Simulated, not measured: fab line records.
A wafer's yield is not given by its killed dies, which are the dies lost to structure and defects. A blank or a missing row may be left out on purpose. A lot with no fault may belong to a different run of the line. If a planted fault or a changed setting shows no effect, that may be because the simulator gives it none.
fab line records    flow sky130
record: lots: 12  wafers: 36  last_day: 50
route steps=708 shown VT_ADJUST_NCORE@126 VT_ADJUST_HVTR@141 VT_ADJUST_PCH@151
lots that met no fault: taken from a fault-free run of the same line
start_h: hours from the record's first day to the start of the lot's first wafer shown    wait_h: hours from the lot's prior step to this one    " the same as in the row above    L1.1+2: a single row standing in for several wafers    - no value, or no start given    * or withheld: withheld    < > ~ a bound
route shown NAME@n: NAME is a module with steps in the file, n the number in the route of the first one    usual: mean and standard deviation over wafers with no fault    same: alike in all rows    chamber/n: place in a boat    sites: readings site by site    _std_site: how widely they spread, as a standard deviation    _edge_site: inner sites' mean taken away from outer sites' mean    radius_mm: how far each site lies from the wafer's centre    mask NAME#n: copy n    behind: the last tool/chamber to shape the wafer    hold: reason for holding the lot/hours on hold/outcome of the hold    device: the n, p or np transistor that did not switch    end of line: the route-end tests of the same wafers    where a step has no rows: the recipe by itself    killed: the dies lost at the first sort to structure and to defects; this is not the yield of the wafer    map: a wafer's dies, marking killed ones x, the rest . and places with no die _
set.NAME: the run value of the setting; set.NAME@STEP: its run value at that earlier step    model.NAME: the simulator's own value behind a step, which no gauge read
the route's steps for a sample of lots (tables are steps, rows are wafers)
services: from which hour (start_h, from the record's first day; less than 0 if before it) a tool's chamber was out of use, for how many hours, and why
== steps ==
step: SKY_VT_ADJUST_NCORE_CD_MEAS_07
recipe: target_cd_nm: 380
usual: cd_nm: 380.0/2.4
lot.wafer  tool       chamber  start_h  wait_h  cd_nm
L958.2     cd_sem-01  -        175.76   0.1     380.6
L958.4     "          -        "        "       378.2
L958.6     "          -        "        "       381.5
L960.1     cd_sem-01  -        200.69   0.1     379.8
L960.3     "          -        "        "       381.1
L960.5     "          -        "        "       379.9
L959.3     cd_sem-02  -        201.18   0.1     380.9
L959.4     "          -        "        "       380.7
L959.5     "          -        "        "       380.0
L962.1     cd_sem-02  -        208.14   0.1     382.4
L962.5     "          -        "        "       383.2
L962.6     "          -        "        "       383.0
L970.1     cd_sem-02  -        261.69   0.1     383.2
L970.3     "          -        "        "       381.1
L970.5     "          -        "        "       379.1
L971.1     cd_sem-02  -        269.14   0.1     375.5
L971.3     "          -        "        "       378.1
L971.6     "          -        "        "       376.1
L974.1     cd_sem-02  -        310.04   0.1     381.9
L974.3     "          -        "        "       381.5
L974.5     "          -        "        "       377.3
L975.4     cd_sem-01  -        312.40   0.1     378.8
L975.5     "          -        "        "       380.6
L975.6     "          -        "        "       381.4
L977.1     cd_sem-02  -        317.29   0.1     378.0
L977.2     "          -        "        "       381.3
L977.6     "          -        "        "       378.3
L976.1     cd_sem-02  -        321.64   0.1     382.4
L976.3     "          -        "        "       380.5
L976.6     "          -        "        "       381.3
L979.1     cd_sem-02  -        338.54   0.1     385.8
L979.2     "          -        "        "       383.2
L979.3     "          -        "        "       381.4
L981.2     cd_sem-01  -        353.86   0.1     380.3
L981.5     "          -        "        "       382.2
L981.6     "          -        "        "       380.7
step: SKY_VT_ADJUST_NCORE_TW_MEAS_11
usual: VT_ADJUST_NCORE_TW: 220/3.1
lot.wafer  tool           chamber  start_h  wait_h  VT_ADJUST_NCORE_TW
L958.2     film_metro-03  -        176.16   0.1     216
L958.4     "              -        "        "       217
L958.6     "              -        "        "       216
L960.1     film_metro-01  -        201.10   0.1     224
L960.3     "              -        "        "       223
L960.5     "              -        "        "       222
L959.3     film_metro-03  -        201.56   0.1     216
L959.4     "              -        "        "       217
L959.5     "              -        "        "       217
L962.1     film_metro-04  -        208.55   0.1     223
L962.5     "              -        "        "       222
L962.6     "              -        "        "       223
L970.1     film_metro-03  -        262.09   0.1     216
L970.3     "              -        "        "       217
L970.5     "              -        "        "       216
L971.1     film_metro-04  -        269.55   0.1     219
L971.3     "              -        "        "       218
L971.6     "              -        "        "       219
L974.1     film_metro-03  -        310.59   0.1     217
L974.3     "              -        "        "       217
L974.5     "              -        "        "       218
L975.4     film_metro-01  -        312.78   0.1     224
L975.5     "              -        "        "       225
L975.6     "              -        "        "       224
L977.1     film_metro-01  -        317.69   0.1     223
L977.2     "              -        "        "       224
L977.6     "              -        "        "       224
L976.1     film_metro-01  -        322.04   0.1     224
L976.3     "              -        "        "       224
L976.6     "              -        "        "       223
L979.1     film_metro-01  -        339.48   0.1     224
L979.2     "              -        "        "       225
L979.3     "              -        "        "       224
L981.2     film_metro-03  -        354.25   0.1     217
L981.5     "              -        "        "       217
L981.6     "              -        "        "       216
step: SKY_VT_ADJUST_HVTR_STRIP_10
recipe: chemistry: O2/N2  power_w: 1400  pressure_mtorr: 1500  platen_temp_c: withheld  o2_flow_sccm: 3000  n2_flow_sccm: 300  overash_fraction: 0.5
usual: drypump_motor_current_A: 5.7/0.3  oes_product_au: 0.716/0.0041  strip_time_to_endpoint_s: 14.17/0.049
lot.wafer  tool             chamber  start_h  wait_h  drypump_motor_current_A  oes_product_au  rf_hours_counter_h  strip_time_to_endpoint_s
L958.2     plasma_asher-03  0        197.00   0.1     5.9                      0.711           6                   14.14
L958.4     "                1        "        "       5.7                      0.714           -                   14.15
L958.6     "                1        "        "       5.7                      0.710           -                   14.18
L960.1     plasma_asher-01  1        223.95   0.1     5.8                      0.715           43                  14.20
L960.3     "                1        "        "       5.8                      0.720           -                   14.14
L960.5     "                0        "        "       5.5                      0.714           -                   14.21
L959.3     plasma_asher-01  0        224.68   0.1     5.5                      0.716           -                   14.15
L959.4     "                1        "        "       5.8                      0.713           -                   14.20
L959.5     "                1        "        "       5.8                      0.715           -                   14.20
L962.1     plasma_asher-03  1        230.74   0.1     5.8                      0.721           9                   14.12
L962.5     "                0        "        "       5.9                      0.714           -                   14.19
L962.6     "                1        "        "       5.7                      0.718           -                   14.11
L970.1     plasma_asher-01  0        286.25   0.1     5.4                      0.715           49                  14.18
L970.3     "                0        "        "       5.4                      0.716           -                   14.24
L970.5     "                0        "        "       5.4                      0.719           -                   14.17
L971.1     plasma_asher-04  1        292.69   0.1     5.2                      0.715           64                  14.15
L971.3     "                1        "        "       5.2                      0.715           -                   14.09
L971.6     "                0        "        "       6.3                      0.717           -                   14.15
L974.1     plasma_asher-01  0        337.05   0.1     5.4                      0.711           54                  14.08
L974.3     "                1        "        "       5.8                      0.724           -                   14.11
L974.5     "                0        "        "       5.4                      0.718           -                   14.14
L975.4     plasma_asher-01  1        340.24   0.1     5.8                      0.714           -                   14.14
L975.5     "                0        "        "       5.4                      0.714           -                   14.18
L975.6     "                1        "        "       5.8                      0.709           -                   14.16
L977.1     plasma_asher-03  1        344.80   0.1     5.7                      0.718           20                  14.21
L977.2     "                0        "        "       5.9                      0.713           20                  14.21
L977.6     "                1        "        "       5.7                      0.713           -                   14.25
L976.1     plasma_asher-03  0        349.24   0.1     5.9                      0.721           21                  14.16
L976.3     "                0        "        "       5.9                      0.711           -                   14.20
L976.6     "                0        "        "       5.9                      0.717           -                   14.17
L979.1     plasma_asher-01  0        367.00   0.1     5.4                      0.717           57                  14.23
L979.2     "                1        "        "       5.8                      0.715           57                  14.23
L979.3     "                0        "        "       5.4                      0.705           -                   14.17
L981.2     plasma_asher-04  0        382.85   0.1     6.3                      0.716           74                  14.23
L981.5     "                1        "        "       5.2                      0.719           -                   14.24
L981.6     "                0        "        "       6.3                      0.727           -                   14.24
step: SKY_VT_ADJUST_PCH_IMPLANT_08
recipe: species: B  energy_kev: 10  dose_cm2: 5e+11  tilt_deg: withheld
usual: dose_ions_cm2: 4.999e+11/6e+08
lot.wafer  tool          chamber  start_h  wait_h  dose_ions_cm2
L958.2     implanter-04  0        219.05   0.0     5.019e+11
L958.4     "             0        "        "       5.002e+11
L958.6     "             0        "        "       4.996e+11
L958.2     implanter-04  0        219.37   0.3     4.997e+11
L958.4     "             0        "        "       4.994e+11
L958.6     "             0        "        "       4.999e+11
L960.1     implanter-03  0        244.38   0.0     5.001e+11
L960.3     "             0        "        "       4.996e+11
L960.5     "             0        "        "       4.989e+11
L960.1     implanter-03  0        244.69   0.3     5e+11
L960.3     "             0        "        "       4.996e+11
L960.5     "             0        "        "       5.005e+11
L959.3     implanter-02  0        246.38   0.1     5.007e+11
L959.4     "             0        "        "       5e+11
L959.5     "             0        "        "       4.996e+11
L962.1     implanter-02  0        252.32   0.0     4.993e+11
L962.5     "             0        "        "       4.994e+11
L962.6     "             0        "        "       4.997e+11
L970.1     implanter-02  0        312.73   0.0     4.997e+11
L970.3     "             0        "        "       4.993e+11
L970.5     "             0        "        "       5.001e+11
L971.1     implanter-03  0        318.78   0.0     5.004e+11
L971.3     "             0        "        "       4.994e+11
L971.6     "             0        "        "       4.996e+11
L974.1     implanter-04  0        364.38   0.0     4.992e+11
L974.3     "             0        "        "       5.003e+11
L974.5     "             0        "        "       5e+11
L975.4     implanter-03  0        367.55   0.1     4.997e+11
L975.5     "             0        "        "       4.994e+11
L975.6     "             0        "        "       5e+11
L977.1     implanter-02  0        372.28   0.0     5.011e+11
L977.2     "             0        "        "       5.008e+11
L977.6     "             0        "        "       5.003e+11
L976.1     implanter-03  0        376.22   0.0     5.005e+11
L976.3     "             0        "        "       5.007e+11
L976.6     "             0        "        "       5.008e+11
L979.1     implanter-03  0        396.23   0.0     5.008e+11
L979.2     "             0        "        "       4.993e+11
L979.3     "             0        "        "       4.995e+11
L981.2     implanter-03  0        412.70   0.0     5.005e+11
L981.5     "             0        "        "       5.002e+11
L981.6     "             0        "        "       5.004e+11
step: SKY_VT_ADJUST_PCH_TW_MEAS_10
usual: VT_ADJUST_PCH_TW: 143.1/1.5
lot.wafer  tool           chamber  start_h  wait_h  VT_ADJUST_PCH_TW
L958.2     film_metro-02  -        219.60   0.1     173.4
L958.4     "              -        "        "       173.9
L958.6     "              -        "        "       173.6
L958.2     film_metro-02  -        219.83   0.2     173.1
L958.4     "              -        "        "       174.0
L958.6     "              -        "        "       173.0
L960.1     film_metro-02  -        244.97   0.1     173.3
L960.3     "              -        "        "       172.8
L960.5     "              -        "        "       173.1
L960.1     film_metro-02  -        245.19   0.2     173.3
L960.3     "              -        "        "       173.5
L960.5     "              -        "        "       172.5
L959.3     film_metro-03  -        246.60   0.1     140.8
L959.4     "              -        "        "       142.6
L959.5     "              -        "        "       141.7
L962.1     film_metro-04  -        252.57   0.1     143.9
L962.5     "              -        "        "       144.2
L962.6     "              -        "        "       143.6
L970.1     film_metro-03  -        312.98   0.1     141.1
L970.3     "              -        "        "       140.7
L970.5     "              -        "        "       140.2
L971.1     film_metro-03  -        319.03   0.1     140.2
L971.3     "              -        "        "       140.6
L971.6     "              -        "        "       141.3
L974.1     film_metro-02  -        364.63   0.1     143.4
L974.3     "              -        "        "       144.9
L974.5     "              -        "        "       144.3
L975.4     film_metro-02  -        367.75   0.1     144.7
L975.5     "              -        "        "       143.6
L975.6     "              -        "        "       144.6
L977.1     film_metro-02  -        372.53   0.1     144.1
L977.2     "              -        "        "       144.3
L977.6     "              -        "        "       143.8
L976.1     film_metro-02  -        376.47   0.1     144.1
L976.3     "              -        "        "       143.9
L976.6     "              -        "        "       144.1
L979.1     film_metro-02  -        396.48   0.1     143.8
L979.2     "              -        "        "       143.6
L979.3     "              -        "        "       143.1
L981.2     film_metro-02  -        412.94   0.1     143.7
L981.5     "              -        "        "       143.2
L981.6     "              -        "        "       144.0
== services ==
tool             chamber  start_h  hours  kind
plasma_asher-03  -        182.83   2.8    pm
implanter-03     -        191.10   4.7    pm
implanter-03     -        202.48   21.4   pm
implanter-04     -        205.75   7.8    pm
implanter-04     -        214.52   0.6    repair
implanter-04     -        215.14   2.4    repair
plasma_asher-04  -        229.18   4.7    repair
implanter-03     -        245.49   1.7    repair
implanter-04     -        268.62   2.6    repair
implanter-04     -        293.74   3.9    repair
implanter-04     -        337.71   1.4    repair
implanter-04     -        354.34   1.0    repair
implanter-04     -        366.44   7.4    pm
plasma_asher-03  -        367.33   7.1    repair
== key ==
first_sign: step: SKY_VT_ADJUST_PCH_IMPLANT_08  reading: visit  direction: added
effect: step: SKY_VT_ADJUST_PCH_TW_MEAS_10  reading: visit  direction: added
effect: step: SKY_VT_ADJUST_PCH_TW_MEAS_10  reading: VT_ADJUST_PCH_TW  direction: up  sigmas: 20  usual: 143.1  struck: 173.3
met_at SKY_VT_ADJUST_PCH_IMPLANT_08
struck_lots L958,L960
tester_left_out L958,L960
not_acting_at SKY_VT_ADJUST_NCORE_CD_MEAS_07,SKY_VT_ADJUST_NCORE_TW_MEAS_11,SKY_VT_ADJUST_HVTR_STRIP_10
fault: kind: repeated_step_whole  tool: implanter-02,implanter-03,implanter-04  chamber: -  onset_h: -  steps: SKY_VT_ADJUST_PCH_IMPLANT_08  times: 1  scope: struck_lots_only
tester_left_out: of these lots the tester's yield and bins aren't shown, on N5 and GAA mostly nor the transistor test; their killed dies are dies lost to structure and defects alone, not to doping, threshold or leakage, so they don't give the yield
